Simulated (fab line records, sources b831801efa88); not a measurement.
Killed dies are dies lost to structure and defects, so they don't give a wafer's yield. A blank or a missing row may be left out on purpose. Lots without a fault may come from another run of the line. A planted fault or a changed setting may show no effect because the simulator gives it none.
Chamber matching | flow sky130 | SKY_CONTACT_CMP_04 on cmp-02: 4 sister chambers
The step polishes SiO2. 8 wafers are shown with their chamber, then 7 later ones without.

WAFERS WITH THEIR CHAMBER
wafer  | chamber | motor_current_A (A) | time_to_endpoint_s (s)
L465.1 | 2       | 13.6                | 87
L465.5 | 0       | 10.9                | 86
L465.6 | 3       | 12.2                | 83
L469.1 | 1       | 10.8                | 82
L469.3 | 2       | 13.7                | 88
L469.5 | 3       | 13.6                | 82
L474.2 | 0       | 10.7                | 87
L474.4 | 1       | 10.9                | 81

WAFERS WITHOUT THEIR CHAMBER
wafer  | motor_current_A (A) | time_to_endpoint_s (s)
L474.6 | 10.4                | 83
L476.2 | 13.0                | 84
L476.4 | 13.2                | 89
L476.6 | 11.0                | 89
L478.1 | 10.7                | 84
L478.3 | 14.1                | 87
L478.5 | 10.4                | 84

WHICH CHAMBER EACH WENT THROUGH
wafer  | from the rows above          | in truth
L474.6 | 1                            | 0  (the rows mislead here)
L476.2 | 3                            | 3
L476.4 | 2                            | 2
L476.6 | 0                            | 0
L478.1 | can't be placed: 0 or 1 or 3 | 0
L478.3 | 2                            | 2
L478.5 | can't be placed: 0 or 1 or 3 | 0
Placed correctly: 4 of 7. Can't be placed from these rows: 2 (the true chamber is among the candidates in 2). Placed wrongly: 1.
How it was worked out, from the rows above alone: a wafer's distance from a chamber is the root of the sum, over the readings, of the square of ((its reading less the chamber's mean) divided by the reading's scatter). The wafer belongs to the nearest chamber; if the next one is less than 2 further off, it can't be placed. A chamber's mean is the mean of its shown wafers. The scatter: the root of (the sum of the squares of (reading less its chamber's mean) over the shown wafers, divided by (wafers less chambers)).
